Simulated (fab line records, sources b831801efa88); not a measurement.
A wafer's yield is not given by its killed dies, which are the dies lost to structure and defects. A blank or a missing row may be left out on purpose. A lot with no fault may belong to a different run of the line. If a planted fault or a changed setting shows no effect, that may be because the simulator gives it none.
fab line records | flow sfq-line
[record] lots = 6 | wafers = 16 | last-day = 83
route steps=325 shown I5@232 C5@240
lots that met no fault: taken from a fault-free run of the same line
start-h: start of the lot's first displayed wafer, in hours after the record's first day | wait-h: how many hours have passed since the lot's step before this one | " repeats the value in the row above | L1.1+2: one row covering several wafers at once | - no value, or no start given | * or withheld: withheld | < > ~ a bound
route shown NAME@n: a module of which the file shows steps, and the number in the route of the first | usual: the fault-free wafers' mean and standard deviation | same: alike in all rows | chamber/n: place in a boat | sites: each site's reading | _std_site: their standard deviation | _edge_site: outer sites' mean less inner sites' | radius-mm: for every site, how far away it sits from the centre of the wafer | mask NAME#n: copy n | behind: the last tool/chamber to shape the wafer | hold: what put the lot on hold/how long, in hours/how the hold closed | device: names the non-switching transistor (n, p or np) | end of line: the route-end tests of the same wafers | step lacking rows: just its recipe | killed: the dies lost at the first sort to structure and to defects; this is not the yield of the wafer | map: shows each die of a wafer: x if killed, . if not, _ if none is there
set.NAME: the run value of the setting; set.NAME@STEP: its run value at that earlier step | model.NAME: the simulator's own value behind a step, which no gauge read
lots at some steps of the route; a table a step, a row a wafer
services: from which hour (start-h, from the record's first day; less than 0 if before it) a tool's chamber was out of use, for how many hours, and why
[[steps]]
[step SFQ_TRILAYER_I5_LITHO_EXPOSE_145]
[recipe] mask-id = I5 | na = 0.6 | source-shape = conventional | sigma-outer = 0.65 | target-cd-nm = 700 | dose-mj = 21.3
[step SFQ_TRILAYER_I5_LITHO_PEB_147]
[recipe] peb-temp-c = 115 | peb-time-s = 60 | resist = KrF
[step SFQ_TRILAYER_I5_LITHO_DEVELOP_146]
[recipe] time-s = 60 | resist = KrF
[step SFQ_I5_OVL_MEAS_936]
[usual] I5_OVL = 1/5.7
lot.wafer | tool       | chamber | start-h | wait-h | I5_OVL[nm]
L869.1    | overlay-01 | -       | 1385.97 | 0.1    | 5
L869.3    | "          | -       | "       | "      | 10
L869.4    | "          | -       | "       | "      | 3
L877.1    | overlay-01 | -       | 1620.60 | 0.1    | 2
L877.2    | "          | -       | "       | "      | 3
L877.3    | "          | -       | "       | "      | 0
L878.2    | overlay-01 | -       | 1623.00 | 0.1    | -8
L878.4    | "          | -       | "       | "      | -3
L878.6    | "          | -       | "       | "      | -10
L886.1    | overlay-02 | -       | 1680.15 | 0.1    | -2
L886.2    | "          | -       | "       | "      | -8
L888.1    | overlay-01 | -       | 1689.55 | 0.1    | -1
L888.6    | "          | -       | "       | "      | -3
L890.3    | overlay-02 | -       | 1695.56 | 0.1    | 13
L890.4    | "          | -       | "       | "      | 14
L890.5    | "          | -       | "       | "      | 10
[step SFQ_TRILAYER_I5_BARC_OPEN_VIA_ETCH_200]
[recipe] mask-material = PR | chemistry = O2 | target-depth-nm = 125 | target = BARC | source-w = 500 | bias-w = 80 | pressure-mtorr = 30 | time-s = 41.7
[usual] drypump-motor-current-A = 5.7/0.34 | oes-product-au = 0.685/0.0043
lot.wafer | tool        | chamber | start-h | wait-h | drypump-motor-current-A | oes-product-au | rf-hours-counter-h
L869.1    | rie-diel-02 | 0       | 1386.01 | 0.0    | 6.4                     | 0.680          | 9
L869.3    | "           | 3       | "       | "      | 5.3                     | 0.688          | 6
L869.4    | "           | 1       | "       | "      | 5.1                     | 0.689          | 15
L877.1    | rie-diel-01 | 2       | 1620.63 | 0.0    | 5.7                     | 0.685          | 12
L877.2    | "           | 1       | "       | "      | 5.8                     | 0.683          | 5
L877.3    | "           | 3       | "       | "      | 5.1                     | 0.684          | 17
L878.2    | rie-diel-03 | 2       | 1623.03 | 0.0    | 5.4                     | 0.690          | 12
L878.4    | "           | 0       | "       | "      | 6.3                     | 0.682          | 12
L878.6    | "           | 1       | "       | "      | 5.5                     | 0.684          | -
L886.1    | rie-diel-02 | 2       | 1680.18 | 0.0    | 5.6                     | 0.692          | 5
L886.2    | "           | 1       | "       | "      | 5.1                     | 0.683          | 20
L888.1    | rie-diel-03 | 1       | 1689.58 | 0.0    | 5.6                     | 0.681          | 14
L888.6    | "           | 2       | "       | "      | 5.4                     | 0.685          | -
L890.3    | rie-diel-03 | 1       | 1695.58 | 0.0    | 5.6                     | 0.691          | 14
L890.4    | "           | 0       | "       | "      | 6.3                     | 0.688          | 13
L890.5    | "           | 1       | "       | "      | 5.6                     | 0.677          | -
[step SFQ_TRILAYER_I5_ETCH_VIA_ETCH_147]
[recipe] stop-on = Nb | mask-material = PR | chemistry = CHF3 | target-depth-nm = 360 | source-w = 500 | bias-w = 80 | pressure-mtorr = 30 | time-s = withheld
[usual] drypump-motor-current-A = 5.7/0.34 | oes-product-au = 0.989/0.0058
lot.wafer | tool        | chamber | start-h | wait-h | drypump-motor-current-A | oes-product-au
L869.1    | rie-diel-02 | 0       | 1386.05 | 0.0    | 6.3                     | 0.982
L869.3    | "           | 3       | "       | "      | 5.3                     | 0.984
L869.4    | "           | 1       | "       | "      | 5.1                     | 0.993
L877.1    | rie-diel-01 | 2       | 1620.67 | 0.0    | 5.7                     | 0.993
L877.2    | "           | 1       | "       | "      | 5.8                     | 0.996
L877.3    | "           | 3       | "       | "      | 5.1                     | 0.990
L878.2    | rie-diel-03 | 2       | 1623.07 | 0.0    | 5.4                     | 0.991
L878.4    | "           | 0       | "       | "      | 6.3                     | 0.986
L878.6    | "           | 1       | "       | "      | 5.6                     | 1.003
L886.1    | rie-diel-02 | 2       | 1680.22 | 0.0    | 5.6                     | 0.987
L886.2    | "           | 1       | "       | "      | 5.1                     | 0.989
L888.1    | rie-diel-03 | 1       | 1689.62 | 0.0    | 5.6                     | 0.996
L888.6    | "           | 2       | "       | "      | 5.4                     | 0.994
L890.3    | rie-diel-03 | 1       | 1695.62 | 0.0    | 5.6                     | 0.985
L890.4    | "           | 0       | "       | "      | 6.3                     | 0.985
L890.5    | "           | 1       | "       | "      | 5.6                     | 0.988
[step SFQ_TRILAYER_I5_STRIP_STRIP_148]
[recipe] gas = O2 | power-w = 200 | platen-temp-c = 40 | overash-fraction = 0.65 | chemistry = O2 | pressure-mtorr = 50
[usual] drypump-motor-current-A = 5.8/0.55 | oes-product-au = 0.998/0.0081 | platen-temp-c = 40.01/0.11
lot.wafer | tool         | chamber | start-h | wait-h | drypump-motor-current-A | oes-product-au | platen-temp-c | rf-hours-counter-h
L869.1    | rie-metal-03 | 0       | 1386.20 | -      | 6.0                     | 1.008          | 39.98         | 38
L869.3    | "            | 1       | "       | "      | 5.0                     | 0.994          | 40.10         | -
L869.4    | "            | 0       | "       | "      | 6.0                     | 0.994          | 40.06         | -
L877.1    | rie-metal-02 | 0       | 1620.82 | -      | 6.6                     | 0.997          | 39.92         | 9
L877.2    | "            | 1       | "       | "      | 6.0                     | 1.005          | 40.01         | 61
L877.3    | "            | 1       | "       | "      | 6.0                     | 0.996          | 40.11         | -
L878.2    | rie-metal-03 | 0       | 1623.22 | -      | 6.0                     | 0.994          | 40.03         | 73
L878.4    | "            | 0       | "       | "      | 6.0                     | 0.992          | 40.11         | -
L878.6    | "            | 0       | "       | "      | 5.9                     | 0.996          | 40.04         | -
L886.1    | rie-metal-04 | 0       | 1680.37 | -      | 6.2                     | 0.992          | 40.18         | 57
L886.2    | "            | 1       | "       | "      | 5.3                     | 1.003          | 40.00         | 74
L888.1    | rie-metal-02 | 0       | 1689.77 | -      | 6.6                     | 0.992          | 40.05         | 21
L888.6    | "            | 0       | 1690.77 | -      | 6.6                     | 0.995          | 40.10         | -
L890.3    | rie-metal-03 | 1       | 1695.97 | -      | 5.0                     | 0.997          | 40.08         | -
L890.4    | "            | 0       | "       | "      | 5.9                     | 1.004          | 39.89         | -
L890.5    | "            | 0       | "       | "      | 5.9                     | 1.001          | 40.16         | -
[step SFQ_TRILAYER_I5_STRIP_SOLV_CLEAN_149]
[recipe] chemistry = NMP | temp-c = 70 | time-s = 600
[step SFQ_TRILAYER_C5_LITHO_COAT_156]
[recipe] resist = BARC | spin-rpm = 3000 | resist-thk-nm = 62
[step SFQ_TRILAYER_C5_LITHO_COAT_151]
[recipe] resist = KrF | spin-rpm = 3000 | resist-thk-nm = 650
[step SFQ_TRILAYER_C5_LITHO_SOFTBAKE_155]
[recipe] temp-c = withheld | time-s = withheld | resist = KrF
[step SFQ_TRILAYER_C5_LITHO_EXPOSE_152]
[recipe] mask-id = C5 | na = 0.6 | source-shape = conventional | sigma-outer = 0.65 | target-cd-nm = 500 | dose-mj = 21.3
[step SFQ_TRILAYER_C5_LITHO_PEB_154]
[recipe] peb-temp-c = 115 | peb-time-s = 60 | resist = KrF
[usual] plate-temp-C = 115.00/0.14
lot.wafer | tool           | chamber | start-h | wait-h | plate-temp-C
L869.1    | litho-track-01 | 0       | 1390.47 | 1.0    | 114.83
L869.3    | "              | 0       | "       | "      | 114.84
L869.4    | "              | 0       | "       | "      | 114.86
L877.1    | litho-track-01 | 0       | 1641.45 | 1.0    | 115.00
L877.2    | "              | 0       | "       | "      | 115.15
L877.3    | "              | 0       | "       | "      | 115.14
L878.2    | litho-track-04 | 0       | 1646.27 | 0.8    | 115.04
L878.4    | "              | 0       | "       | "      | 115.01
L878.6    | "              | 0       | "       | "      | 114.87
L886.1    | litho-track-01 | 0       | 1700.05 | 1.0    | 115.29
L886.2    | "              | 0       | "       | "      | 115.13
L888.1    | litho-track-01 | 0       | 1706.05 | 1.0    | 115.27
L888.6    | "              | 0       | "       | "      | 115.15
L890.3    | litho-track-03 | 0       | 1709.70 | 0.7    | 114.99
L890.4    | "              | 0       | "       | "      | 114.93
L890.5    | "              | 0       | "       | "      | 115.19
[step SFQ_TRILAYER_C5_LITHO_DEVELOP_153]
[recipe] time-s = 60 | resist = KrF
[step SFQ_C5_OVL_MEAS_937]
[usual] C5_OVL = -2/5.1
lot.wafer | tool       | chamber | start-h | wait-h | C5_OVL[nm]
L869.1    | overlay-01 | -       | 1390.77 | 0.1    | -6
L869.3    | "          | -       | "       | "      | -4
L869.4    | "          | -       | "       | "      | -11
L877.1    | overlay-02 | -       | 1641.75 | 0.1    | 2
L877.2    | "          | -       | "       | "      | 8
L877.3    | "          | -       | "       | "      | 2
L878.2    | overlay-02 | -       | 1646.55 | 0.1    | -10
L878.4    | "          | -       | "       | "      | -13
L878.6    | "          | -       | "       | "      | -9
L886.1    | overlay-02 | -       | 1700.35 | 0.1    | 0
L886.2    | "          | -       | "       | "      | -3
L888.1    | overlay-02 | -       | 1706.35 | 0.1    | 0
L888.6    | "          | -       | "       | "      | -5
L890.3    | overlay-02 | -       | 1709.96 | 0.1    | 5
L890.4    | "          | -       | "       | "      | 2
L890.5    | "          | -       | "       | "      | 5
[step SFQ_TRILAYER_C5_BARC_OPEN_VIA_ETCH_210]
[recipe] mask-material = PR | chemistry = O2 | target-depth-nm = 125 | target = BARC | source-w = 500 | bias-w = 80 | pressure-mtorr = 30 | time-s = 41.7
[usual] drypump-motor-current-A = 5.6/0.41 | oes-product-au = 0.686/0.004
lot.wafer | tool        | chamber | start-h | wait-h | drypump-motor-current-A | oes-product-au | rf-hours-counter-h | model.C5.cd-nm
L869.1    | rie-diel-03 | 0       | 1390.81 | 0.0    | 6.3                     | 0.686          | 9                  | 498.9
L869.3    | "           | 1       | "       | "      | 5.6                     | 0.687          | 10                 | 500.2
L869.4    | "           | 2       | "       | "      | 5.4                     | 0.685          | 10                 | 499.3
L877.1    | rie-diel-03 | 3       | 1641.78 | 0.0    | 5.7                     | 0.692          | 5                  | 499.4
L877.2    | "           | 1       | "       | "      | 5.5                     | 0.685          | 13                 | 500.5
L877.3    | "           | 2       | "       | "      | 5.5                     | 0.687          | 13                 | 498.3
L878.2    | rie-diel-01 | 2       | 1646.58 | 0.0    | 5.7                     | 0.688          | 12                 | 498.7
L878.4    | "           | 3       | "       | "      | 5.2                     | 0.685          | 17                 | 500
L878.6    | "           | 1       | "       | "      | 5.8                     | 0.682          | -                  | 499.5
L886.1    | rie-diel-03 | 3       | 1700.38 | 0.0    | 5.7                     | 0.688          | 5                  | 531
L886.2    | "           | 2       | "       | "      | 5.5                     | 0.689          | 14                 | 501.1
L888.1    | rie-diel-04 | 3       | 1706.38 | 0.0    | 5.5                     | 0.691          | 6                  | 532
L888.6    | "           | 2       | "       | "      | 5.5                     | 0.686          | -                  | 531.6
L890.3    | rie-diel-04 | 3       | 1709.98 | 0.0    | 5.6                     | 0.687          | 6                  | 502.1
L890.4    | "           | 0       | "       | "      | 6.1                     | 0.684          | 11                 | 500.1
L890.5    | "           | 1       | "       | "      | 4.8                     | 0.685          | -                  | 500.5
[step SFQ_TRILAYER_C5_ETCH_VIA_ETCH_154]
[recipe] target = SiO2 | mask-material = PR | chemistry = CHF3 | target-depth-nm = 84 | source-w = 500 | bias-w = 80 | pressure-mtorr = 30 | time-s = withheld | stop-on = Nb
[usual] drypump-motor-current-A = 5.6/0.41 | oes-product-au = 0.896/0.0084
lot.wafer | tool        | chamber | start-h | wait-h | drypump-motor-current-A | oes-product-au | model.C5.cd-nm
L869.1    | rie-diel-03 | 0       | 1390.85 | 0.0    | 6.3                     | 0.892          | 498
L869.3    | "           | 1       | "       | "      | 5.6                     | 0.904          | 499.7
L869.4    | "           | 2       | "       | "      | 5.4                     | 0.901          | 499.3
L877.1    | rie-diel-03 | 3       | 1641.82 | 0.0    | 5.7                     | 0.899          | 499.7
L877.2    | "           | 1       | "       | "      | 5.6                     | 0.888          | 499.9
L877.3    | "           | 2       | "       | "      | 5.4                     | 0.891          | 498.2
L878.2    | rie-diel-01 | 2       | 1646.62 | 0.0    | 5.7                     | 0.878          | 498.6
L878.4    | "           | 3       | "       | "      | 5.1                     | 0.889          | 500.3
L878.6    | "           | 1       | "       | "      | 5.8                     | 0.898          | 499.1
L886.1    | rie-diel-03 | 3       | 1700.42 | 0.0    | 5.7                     | 0.895          | 531
L886.2    | "           | 2       | "       | "      | 5.5                     | 0.885          | 501.1
L888.1    | rie-diel-04 | 3       | 1706.42 | 0.0    | 5.6                     | 0.892          | 532.2
L888.6    | "           | 2       | "       | "      | 5.5                     | 0.904          | 531.5
L890.3    | rie-diel-04 | 3       | 1710.02 | 0.0    | 5.6                     | 0.900          | 502.2
L890.4    | "           | 0       | "       | "      | 6.1                     | 0.920          | 500.4
L890.5    | "           | 1       | "       | "      | 4.8                     | 0.910          | 500.4
[step SFQ_TRILAYER_C5_STRIP_STRIP_155]
[recipe] gas = O2 | power-w = 200 | platen-temp-c = 40 | overash-fraction = 0.65 | chemistry = O2 | pressure-mtorr = 50
[usual] drypump-motor-current-A = 5.9/0.53 | oes-product-au = 0.994/0.0071 | platen-temp-c = 39.99/0.12
lot.wafer | tool         | chamber | start-h | wait-h | drypump-motor-current-A | oes-product-au | platen-temp-c | rf-hours-counter-h
L869.1    | rie-metal-03 | 0       | 1390.89 | -      | 6.0                     | 0.996          | 39.92         | 40
L869.3    | "            | 1       | "       | "      | 5.0                     | 0.990          | 39.79         | -
L869.4    | "            | 0       | "       | "      | 5.9                     | 1.005          | 39.86         | -
L877.1    | rie-metal-02 | 1       | 1641.87 | -      | 5.9                     | 0.986          | 40.02         | 65
L877.2    | "            | 0       | "       | "      | 6.6                     | 0.989          | 39.98         | 13
L877.3    | "            | 1       | "       | "      | 5.9                     | 0.987          | 39.99         | -
L878.2    | rie-metal-03 | 0       | 1646.67 | -      | 6.0                     | 1.006          | 39.90         | 78
L878.4    | "            | 0       | "       | "      | 6.0                     | 1.001          | 39.88         | -
L878.6    | "            | 0       | "       | "      | 6.0                     | 0.998          | 39.97         | -
L886.1    | rie-metal-02 | 1       | 1700.47 | -      | 5.9                     | 0.988          | 39.89         | 74
L886.2    | "            | 0       | "       | "      | 6.6                     | 0.995          | 39.90         | 24
L888.1    | rie-metal-03 | 0       | 1706.47 | -      | 6.0                     | 1.005          | 39.87         | 87
L888.6    | "            | 0       | "       | "      | 6.0                     | 0.999          | 39.98         | -
L890.3    | rie-metal-03 | 0       | 1710.27 | -      | 6.0                     | 0.993          | 40.13         | -
L890.4    | "            | 1       | "       | "      | 5.0                     | 0.989          | 40.19         | -
L890.5    | "            | 0       | "       | "      | 6.0                     | 0.989          | 40.27         | -
[[services]]
tool         | chamber | start-h | hours | kind
rie-diel-03  | 2       | 1362.61 | 2.5   | repair
rie-metal-02 | 0       | 1378.67 | 22.1  | repair
rie-diel-01  | -       | 1404.55 | 4.3   | pm
rie-diel-02  | 1       | 1407.62 | 9.5   | repair
rie-diel-04  | 1       | 1412.21 | 6.3   | repair
rie-diel-03  | 1       | 1413.42 | 7.7   | repair
rie-diel-04  | 2       | 1424.32 | 15.3  | repair
rie-diel-04  | -       | 1431.61 | 0.4   | repair
rie-diel-03  | 2       | 1443.96 | 4.0   | repair
rie-diel-01  | -       | 1465.71 | 0.2   | repair
rie-diel-03  | 2       | 1503.68 | 22.3  | repair
rie-metal-02 | 1       | 1505.48 | 28.5  | repair
rie-diel-03  | 1       | 1508.88 | 2.3   | repair
rie-diel-04  | 1       | 1520.40 | 4.3   | repair
rie-diel-04  | 3       | 1541.19 | 6.3   | repair
rie-diel-03  | -       | 1578.76 | 0.7   | repair
rie-metal-02 | -       | 1581.38 | 0.1   | repair
rie-diel-04  | 1       | 1582.31 | 9.0   | repair
rie-diel-01  | 1       | 1598.37 | 5.5   | repair
rie-diel-03  | 2       | 1646.57 | 6.0   | repair
rie-diel-01  | 2       | 1650.10 | 6.1   | repair
rie-diel-01  | 3       | 1679.86 | 4.3   | repair
rie-diel-01  | -       | 1693.17 | 0.8   | repair
rie-diel-01  | -       | 1703.91 | 0.3   | repair
[[key]]
first-sign none at tools or gauges
[model-effect] step = SFQ_TRILAYER_C5_BARC_OPEN_VIA_ETCH_210 | value = C5.cd-nm | without = 500.4 | struck = 531.5
[model-effect] step = SFQ_TRILAYER_C5_ETCH_VIA_ETCH_154 | value = C5.cd-nm | without = 500.5 | struck = 531.5
met-at SFQ_TRILAYER_C5_LITHO_PEB_154
struck-wafers L886.1,L888.1,L888.6
onset-between 1641.45 1700.05
[fault] kind = process-parameter-drift | tool = litho-track-01 | chamber = - | onset-h = 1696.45 | steps = SFQ_TRILAYER_C5_LITHO_PEB_154 | channel = peb-time-s | offset = * | shape = step | end-h = 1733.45 | scope = struck-wafers-only | acts-in = * | stated = *
